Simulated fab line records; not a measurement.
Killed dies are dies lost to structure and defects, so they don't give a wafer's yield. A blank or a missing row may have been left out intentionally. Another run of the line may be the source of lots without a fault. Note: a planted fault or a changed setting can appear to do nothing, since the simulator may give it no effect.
fab line records	flow sky130
[record] lots = 6	wafers = 18	last_day = 50
route steps=708 shown SONOS_ONO@186 GATE_OXIDE@187 PAD_OPEN@708
lots that met no fault: from a run of the same line without faults
start_h: the number of hours between the record's first day and the start of the first shown wafer of the lot	wait_h: hours from the lot's prior step to this one	" same as the row above	L1.1+2: one row covering several wafers at once	- either no value or no given start	* or withheld: withheld	< > ~ a bound
route shown NAME@n: a module of which the file shows steps, and the number in the route of the first	usual: mean/standard deviation taken from wafers without a fault	same: alike in all rows	chamber/n: place in a boat	sites: readings site by site	_std_site: standard deviation of those values	_edge_site: outer sites' mean less inner sites'	radius_mm: how far each site lies from the wafer's centre	mask NAME#n: copy n	behind: tool/chamber where the wafer was last shaped	hold: what put the lot on hold/how long, in hours/how the hold closed	device: names the non-switching transistor (n, p or np)	end of line: tests of these same wafers at the route's end	step lacking rows: just its recipe	killed: at the first sort, the dies lost to defects and structure; wafer yield is something else	map: shows each die of a wafer: x if killed, . if not, _ if none is there
set.NAME: the setting as run; set.NAME@STEP: as run at that earlier step	model.NAME: the simulator's own value behind a step, which no gauge read
certain route steps with their lots: each step a table, each wafer a row
services: when a tool's chamber went out of use (start_h, in hours from the record's first day, below 0 if earlier), for how many hours, and the reason
[[steps]]
[step SKY_SONOS_ONO_WET_ETCH_18]
[recipe] chemistry = H3PO4	target_depth_nm = 15	target = Si3N4	temp_c = 160	time_s = 172
[step SKY_GATE_OXIDE_CLEAN_00]
[recipe] chemistry = SC1/SC2	mix = 1:4:20	temp_c = 70	time_s = 150	dry = n2_spin
[step SKY_GATE_OXIDE_OXIDATION_01]
[recipe] temp_c = 900	ambient = O2	stabilise_s = 600	purge_s = 300	target_thk_a = 102.68	ox_time_s = 1473
[step SKY_GATE_OXIDE_THK_MEAS_02]
[recipe] reads = SiO2_of_GATE_OXIDE_OXIDATION_01
[usual] GATE_OXIDE_OXIDATION_00_THK = 10.31/0.2
lot.wafer	tool	chamber	start_h	wait_h	GATE_OXIDE_OXIDATION_00_THK[nm]
L972.1	film_metro-02	-	301.12	0.0	10.21
L972.3	"	-	"	"	10.35
L972.4	"	-	"	"	10.34
L974.2	film_metro-02	-	310.63	0.0	10.09
L974.3	"	-	"	"	10.27
L974.5	"	-	"	"	10.21
L989.3	film_metro-03	-	433.73	0.0	10.07
L989.4	"	-	"	"	10.27
L989.6	"	-	"	"	10.12
L990.1	film_metro-01	-	438.08	0.0	10.42
L990.5	"	-	"	"	10.39
L990.6	"	-	"	"	10.48
L991.2	film_metro-01	-	448.26	0.0	10.51
L991.4	"	-	"	"	10.44
L991.6	"	-	"	"	10.42
L993.1	film_metro-02	-	467.80	0.0	10.17
L993.3	"	-	"	"	10.34
L993.6	"	-	"	"	10.37
[step SKY_GATE_OXIDE_DEHYDRATE_03]
[recipe] temp_c = 200	time_s = 60
[step SKY_GATE_OXIDE_HMDS_04]
[recipe] prime_time_s = 60	prime_temp_c = 120
[step SKY_GATE_OXIDE_COAT_05]
[recipe] resist = NOVOLAK	spin_rpm = 3000	resist_thk_nm = 1140
[step SKY_GATE_OXIDE_SOFTBAKE_06]
[recipe] temp_c = 90	time_s = 60	resist = NOVOLAK
[step SKY_GATE_OXIDE_EXPOSE_07]
[recipe] mask_id = LVOM	na = 0.6	source_shape = conventional	sigma_outer = 0.6	polarization = unpolarized	target_cd_nm = 600	dose_mj = 170
[step SKY_GATE_OXIDE_PEB_08]
[recipe] temp_c = withheld	time_s = *	resist = NOVOLAK
[step SKY_GATE_OXIDE_DEVELOP_09]
[recipe] resist = NOVOLAK	developer = TMAH	develop_time_s = 60	dev_temp_c = 23
[step SKY_GATE_OXIDE_OVL_MEAS_10]
[usual] GATE_OXIDE_OVL = 0.3/1.3
lot.wafer	tool	chamber	start_h	wait_h	GATE_OXIDE_OVL[nm]
L972.1	overlay-01	-	326.97	0.1	0.8
L972.3	"	-	"	"	0.6
L972.4	"	-	"	"	-0.7
L974.2	overlay-01	-	336.49	0.1	1.0
L974.3	"	-	"	"	1.5
L974.5	"	-	"	"	1.8
L989.3	overlay-01	-	465.49	0.1	-1.5
L989.4	"	-	"	"	1.1
L989.6	"	-	"	"	0.1
L990.1	overlay-01	-	469.13	0.1	-0.9
L990.5	"	-	"	"	-1.7
L990.6	"	-	"	"	0.3
L991.2	overlay-02	-	479.42	0.1	2.9
L991.4	"	-	"	"	2.5
L991.6	"	-	"	"	2.2
L993.1	overlay-01	-	498.38	0.1	1.0
L993.3	"	-	"	"	-0.2
L993.6	"	-	"	"	-1.1
[step SKY_GATE_OXIDE_IMPLANT_11]
[recipe] species = B	energy_kev = 10	dose_cm2 = 2.6e+12	tilt_deg = withheld
[usual] dose_ions_cm2 = 2.6e+12/3.3e+09	end_station_pressure_torr = 5.04e-06/2.5e-07	faraday_current_uA = 14.71/0.29
lot.wafer	tool	chamber	start_h	wait_h	dose_ions_cm2	end_station_pressure_torr	faraday_current_uA
L972.1	implanter-04	0	327.00	0.0	2.6e+12	5e-06	15.14
L972.3	"	0	"	"	2.603e+12	5.28e-06	14.99
L972.4	"	0	"	"	2.603e+12	4.99e-06	14.49
L974.2	implanter-02	0	336.54	0.0	2.6e+12	5.29e-06	14.41
L974.3	"	0	"	"	2.598e+12	4.77e-06	14.52
L974.5	"	0	"	"	2.599e+12	5.36e-06	14.51
L989.3	implanter-02	0	465.56	0.1	1.56e+12	5.61e-06	8.80
L989.4	"	0	"	"	1.565e+12	5.42e-06	9.00
L989.6	"	0	"	"	1.562e+12	5.24e-06	8.63
L990.1	implanter-02	0	469.16	0.0	1.563e+12	5.37e-06	8.89
L990.5	"	0	"	"	1.566e+12	4.83e-06	8.87
L990.6	"	0	"	"	1.566e+12	4.97e-06	9.02
L991.2	implanter-04	0	479.48	0.0	2.603e+12	4.94e-06	14.34
L991.4	"	0	"	"	2.602e+12	5.32e-06	14.44
L991.6	"	0	"	"	2.601e+12	4.97e-06	15.12
L993.1	implanter-01	0	498.41	0.0	2.6e+12	4.94e-06	14.40
L993.3	"	0	"	"	2.599e+12	5.13e-06	14.70
L993.6	"	0	"	"	2.602e+12	5.25e-06	14.70
[step SKY_GATE_OXIDE_WET_ETCH_12]
[recipe] chemistry = dHF	target_depth_nm = 16.8	dry = n2_spin	target = SiO2	dilution = 100:1	temp_c = 25	time_s = 336
[step SKY_GATE_OXIDE_STRIP_13]
[recipe] chemistry = O2/N2	power_w = 1400	pressure_mtorr = 1500	platen_temp_c = withheld	o2_flow_sccm = 3000	n2_flow_sccm = 300	overash_fraction = 0.5
[usual] drypump_motor_current_A = 5.7/0.39	n2_flow_sccm = 300.1/0.85	oes_product_au = 0.715/0.0042	strip_time_to_endpoint_s = 14.18/0.042
lot.wafer	tool	chamber	start_h	wait_h	drypump_motor_current_A	n2_flow_sccm	oes_product_au	rf_hours_counter_h	strip_time_to_endpoint_s
L972.1	plasma_asher-03	0	327.25	0.0	5.8	300.0	0.715	52	14.23
L972.3	"	0	"	"	5.8	300.6	0.720	-	14.14
L972.4	"	1	"	"	5.3	299.1	0.718	-	14.16
L974.2	plasma_asher-03	1	336.77	0.0	5.3	299.2	0.716	53	14.16
L974.3	"	1	"	"	5.3	298.8	0.712	-	14.18
L974.5	"	0	"	"	5.8	300.7	0.716	-	14.11
L989.3	plasma_asher-02	0	465.80	0.0	6.2	300.0	0.717	-	14.19
L989.4	"	1	"	"	5.2	300.7	0.710	-	14.19
L989.6	"	1	"	"	5.2	300.5	0.713	-	14.17
L990.1	plasma_asher-03	1	469.42	0.0	5.3	300.5	0.721	67	14.20
L990.5	"	0	"	"	5.8	301.6	0.714	-	14.21
L990.6	"	1	"	"	5.3	299.6	0.713	-	14.14
L991.2	plasma_asher-02	0	479.71	0.0	6.2	300.1	0.718	4	14.12
L991.4	"	1	"	"	5.2	298.6	0.713	-	14.11
L991.6	"	1	"	"	5.1	299.7	0.721	-	14.20
L993.1	plasma_asher-01	0	498.67	0.0	6.1	300.6	0.721	32	14.16
L993.3	"	1	"	"	5.4	299.9	0.712	-	14.14
L993.6	"	0	"	"	6.2	302.4	0.707	-	14.22
[step SKY_GATE_OXIDE_TW_MEAS_14]
[usual] GATE_OXIDE_TW = 226.0/1.7
lot.wafer	tool	chamber	start_h	wait_h	GATE_OXIDE_TW
L972.1	film_metro-03	-	327.35	0.1	226.1
L972.3	"	-	"	"	224.4
L972.4	"	-	"	"	225.1
L974.2	film_metro-01	-	336.88	0.1	225.4
L974.3	"	-	"	"	226.5
L974.5	"	-	"	"	225.6
L989.3	film_metro-01	-	465.89	0.1	198.3
L989.4	"	-	"	"	198.2
L989.6	"	-	"	"	198.2
L990.1	film_metro-03	-	469.52	0.1	194.7
L990.5	"	-	"	"	194.9
L990.6	"	-	"	"	194.3
L991.2	film_metro-03	-	479.82	0.1	223.5
L991.4	"	-	"	"	224.4
L991.6	"	-	"	"	223.5
L993.1	film_metro-02	-	498.77	0.1	227.6
L993.3	"	-	"	"	226.9
L993.6	"	-	"	"	227.4
[step SKY_GATE_OXIDE_CLEAN_15]
[recipe] chemistry = SC1/SC2	mix = 1:4:20	temp_c = 70	time_s = 150	dry = n2_spin
[step SKY_PAD_OPEN_PROBE_99]
[usual] killed_at_M0_to_M3 = 43/6.4	killed_at_M4_up = 2.9/1.7	killed_at_contacts = 24/5	killed_at_front_end = 15/4	killed_at_other = 0.4/0.62	killed_dies = 86/9.3	killed_open = 47/6.8	killed_short = 38/5.8
[same] gross_dies = 492	killed_at_back_side = 0
lot.wafer	tool	chamber	start_h	wait_h	killed_at_M0_to_M3	killed_at_M4_up	killed_at_contacts	killed_at_front_end	killed_at_other	killed_dies	killed_open	killed_short	model.etest.tip_p.rs_ohm_sq	model.etest.pfet_01v8.r_on_ohm_um	model.etest.nfet_01v8_lvt.drive_ua_um	model.etest.nfet_01v8.drive_ua_um	model.etest.nfet_01v8_turned.drive_ua_um	model.etest.nfet_01v8_swapped.drive_ua_um	model.etest.sram_nfet_pass.drive_ua_um	model.etest.nfet_01v8.r_on_ohm_um
L972.1	prober-02	-	1085.80	0.1	37	4	21	19	0	81	42	39	6903	2918	588.6	516	514.5	517	521.2	835.3
L972.4	prober-02	-	1085.95	0.2	42	0	35	9	0	86	55	29	6946	2917	587.6	513.2	516	513.8	492.4	821.6
L974.3	prober-02	-	1097.84	0.2	47	3	23	18	0	91	50	41	6836	2909	567.9	496.9	495.8	496.1	489.2	845.5
L974.5	prober-02	-	1097.94	0.2	44	0	19	16	0	79	45	33	6765	2862	578.2	503.5	510.2	506.2	472.1	841.1
L989.3	prober-02	-	1177.10	0.2	29	2	32	13	0	76	42	34	7424	3268	641.5	565.7	567.9	564.5	558.9	790.8
L989.4	prober-02	-	1177.15	0.2	40	6	26	13	0	85	48	37	7459	3336	642.9	562.7	561.7	560.1	557.8	783.1
L989.6	prober-02	-	1177.25	0.2	46	4	18	17	0	85	53	32	7424	3299	647.2	561.6	566.8	566.5	538.3	783.8
L990.1	prober-01	-	1180.40	0.1	32	6	22	11	0	71	37	34	7451	3208	629.6	549.7	549.7	545	531.6	802.1
L990.5	prober-01	-	1180.60	0.2	48	3	31	11	0	93	61	32	7427	3194	633.9	552.2	553.9	554.7	527	779.3
L990.6	prober-01	-	1180.65	0.2	47	0	18	21	0	86	41	44	7455	3249	639.9	558.3	555.2	559.2	544.3	786.7
L991.2	prober-02	-	1185.54	0.1	34	3	21	11	1	70	39	30	6792	2886	596.5	525.2	526.5	522.9	515	805.9
L991.4	prober-02	-	1185.64	0.2	39	5	26	11	1	82	48	34	6803	2838	593.4	518.6	525.4	522.8	499.5	806
L991.6	prober-02	-	1185.74	0.2	46	2	27	9	0	84	50	34	6803	2844	596.5	532.8	528.3	526.8	499.2	793.8
L993.1	prober-02	-	1191.36	0.1	47	3	36	8	1	95	49	46	6642	2819	579.5	506.1	505.9	509.6	506.6	831.1
L993.3	prober-02	-	1191.46	0.2	41	2	18	19	0	80	47	33	6654	2833	585.1	504.2	507.5	507.3	484.3	830.5
L993.6	prober-02	-	1191.61	0.2	51	0	24	11	0	86	53	33	6666	2848	569.8	501.9	503.4	505.4	487	842.6
// killed by level:class
L972.1 CONTACT:geometric_particle:open=8 VIA2:geometric_particle:open=8 FIELD_ISO:geometric_particle:open=6 VIA1:geometric_particle:open=6 LOCAL_INTERCONNECT:geometric_particle:short=5 VIA3:geometric_particle:open=5 CONTACT:geometric_particle:short=4 METAL1:geometric_particle:short=4
L972.4 VIA1:geometric_particle:open=13 LI_CONTACT:geometric_particle:open=12 CONTACT:geometric_particle:open=11 CONTACT:geometric_particle:short=6 METAL1:geometric_particle:short=5 VIA2:geometric_particle:open=5 VIA3:geometric_particle:open=5 LI_CONTACT:geometric_particle:short=3
L974.3 CONTACT:geometric_particle:open=9 METAL2:geometric_particle:short=9 FIELD_ISO:geometric_particle:open=7 VIA3:geometric_particle:open=7 VIA1:geometric_particle:open=6 LI_CONTACT:geometric_particle:open=5 VIA2:geometric_particle:open=5 METAL2:geometric_particle:open=5
L974.5 VIA1:geometric_particle:open=13 LI_CONTACT:geometric_particle:short=6 VIA3:geometric_particle:open=6 FIELD_ISO:geometric_particle:short=5 LI_CONTACT:geometric_particle:open=5 CONTACT:geometric_particle:open=5 METAL1:geometric_particle:short=5 VIA2:geometric_particle:open=4
L989.3 CONTACT:geometric_particle:open=14 VIA1:geometric_particle:open=8 FIELD_ISO:geometric_particle:short=6 CONTACT:geometric_particle:short=6 LOCAL_INTERCONNECT:geometric_particle:short=5 VIA3:geometric_particle:open=5 LI_CONTACT:geometric_particle:open=4 METAL2:geometric_particle:open=4
L989.4 CONTACT:geometric_particle:open=12 VIA1:geometric_particle:open=7 METAL1:geometric_particle:short=6 VIA3:geometric_particle:open=6 FIELD_ISO:geometric_particle:open=5 LI_CONTACT:geometric_particle:open=5 VIA2:geometric_particle:open=5 METAL3:geometric_particle:short=5
L989.6 VIA2:geometric_particle:open=14 VIA3:geometric_particle:open=8 CONTACT:geometric_particle:open=6 VIA1:geometric_particle:open=5 FIELD_ISO:geometric_particle:open=4 POLY_GATE:geometric_particle:short=4 CONTACT:geometric_particle:short=4 VIA2:geometric_particle:short=4
L990.1 CONTACT:geometric_particle:open=9 VIA1:geometric_particle:open=8 VIA3:geometric_particle:open=7 LI_CONTACT:geometric_particle:open=6 POLY_GATE:geometric_particle:short=5 METAL3:geometric_particle:short=5 METAL4:geometric_particle:short=4 LOCAL_INTERCONNECT:geometric_particle:short=3
L990.5 CONTACT:geometric_particle:open=16 VIA1:geometric_particle:open=12 VIA2:geometric_particle:open=10 VIA3:geometric_particle:open=7 METAL2:geometric_particle:short=6 LOCAL_INTERCONNECT:geometric_particle:short=5 LI_CONTACT:geometric_particle:open=5 VIA1:geometric_particle:short=5
L990.6 VIA1:geometric_particle:open=10 FIELD_ISO:geometric_particle:open=7 METAL2:geometric_particle:short=7 FIELD_ISO:geometric_particle:short=6 CONTACT:geometric_particle:short=6 VIA3:geometric_particle:open=5 CONTACT:geometric_particle:open=5 METAL1:geometric_particle:short=5
L991.2 CONTACT:geometric_particle:open=9 VIA1:geometric_particle:open=9 LI_CONTACT:geometric_particle:open=7 VIA1:geometric_particle:short=6 METAL1:geometric_particle:short=5 VIA2:geometric_particle:short=3 VIA2:geometric_particle:open=3 VIA3:geometric_particle:open=3
L991.4 VIA2:geometric_particle:open=10 LI_CONTACT:geometric_particle:open=9 CONTACT:geometric_particle:open=8 VIA1:geometric_particle:open=6 VIA1:geometric_particle:short=5 METAL2:geometric_particle:short=5 METAL4:geometric_particle:short=5 FIELD_ISO:geometric_particle:short=4
L991.6 LI_CONTACT:geometric_particle:open=11 VIA1:geometric_particle:open=10 VIA2:geometric_particle:open=9 CONTACT:geometric_particle:open=7 METAL1:geometric_particle:short=7 CONTACT:geometric_particle:short=4 VIA1:geometric_particle:short=4 VIA3:geometric_particle:open=4
L993.1 VIA1:geometric_particle:open=13 LOCAL_INTERCONNECT:geometric_particle:short=10 CONTACT:geometric_particle:short=10 CONTACT:geometric_particle:open=8 LI_CONTACT:geometric_particle:open=6 VIA2:geometric_particle:open=6 VIA3:geometric_particle:open=6 METAL1:geometric_particle:short=5
L993.3 VIA1:geometric_particle:open=10 CONTACT:geometric_particle:open=8 POLY_GATE:geometric_particle:open=6 LOCAL_INTERCONNECT:geometric_particle:short=6 VIA2:geometric_particle:open=5 VIA3:geometric_particle:open=5 METAL1:geometric_particle:short=5 FIELD_ISO:geometric_particle:open=4
L993.6 VIA1:geometric_particle:open=14 CONTACT:geometric_particle:open=11 VIA1:geometric_particle:short=8 LI_CONTACT:geometric_particle:open=8 VIA2:geometric_particle:open=7 METAL2:geometric_particle:short=5 METAL1:geometric_particle:short=5 VIA3:geometric_particle:open=5
[[services]]
tool	chamber	start_h	hours	kind
implanter-04	-	322.97	2.2	repair
implanter-04	-	331.06	3.2	repair
implanter-02	-	342.85	1.2	repair
implanter-04	-	354.19	0.6	repair
implanter-01	-	391.78	1.7	repair
implanter-04	-	411.85	1.8	repair
plasma_asher-02	-	421.25	9.0	pm
plasma_asher-02	0	421.25	9.0	vent_cycle
plasma_asher-02	1	421.25	9.0	vent_cycle
implanter-01	-	429.01	3.3	repair
plasma_asher-02	0	430.25	-	clean
plasma_asher-02	1	430.25	-	clean
plasma_asher-02	-	436.00	8.8	repair
implanter-04	-	438.89	1.1	repair
implanter-01	-	438.90	3.2	repair
implanter-01	-	449.73	4.5	pm
plasma_asher-02	-	450.15	1.2	repair
plasma_asher-01	-	456.44	28.1	pm
plasma_asher-02	-	468.69	10.2	repair
plasma_asher-01	-	486.24	1.1	repair
plasma_asher-01	-	490.53	2.8	pm
[[key]]
[first_sign] step = SKY_GATE_OXIDE_IMPLANT_11	reading = dose_ions_cm2	direction = down	sigmas = 99+	usual = *	struck = *
[effect] step = SKY_GATE_OXIDE_IMPLANT_11	reading = faraday_current_uA	direction = down	sigmas = 20	usual = 14.71	struck = 8.87
[effect] step = SKY_GATE_OXIDE_TW_MEAS_14	reading = GATE_OXIDE_TW	direction = down	sigmas = 18	usual = 226.0	struck = 196.4
[model_effect] step = SKY_PAD_OPEN_PROBE_99	value = etest.tip_p.rs_ohm_sq	without = 6924	struck = 7440
met_at SKY_GATE_OXIDE_IMPLANT_11
struck_wafers L989.3,L989.4,L989.6,L990.1,L990.5,L990.6
tester_left_out L989,L990
onset_between 336.54 465.56
[fault] kind = process_parameter_drift	tool = implanter-02	chamber = -	onset_h = 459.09	steps = SKY_GATE_OXIDE_IMPLANT_11	channel = dose_cm2	offset = *	shape = step	end_h = 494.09	acts_in = *	stated = *
// tester_left_out: of these lots the tester's yield and bins aren't shown, on N5 and GAA mostly nor the transistor test; their killed dies are dies lost to structure and defects alone, not to doping, threshold or leakage, so they don't give the yield
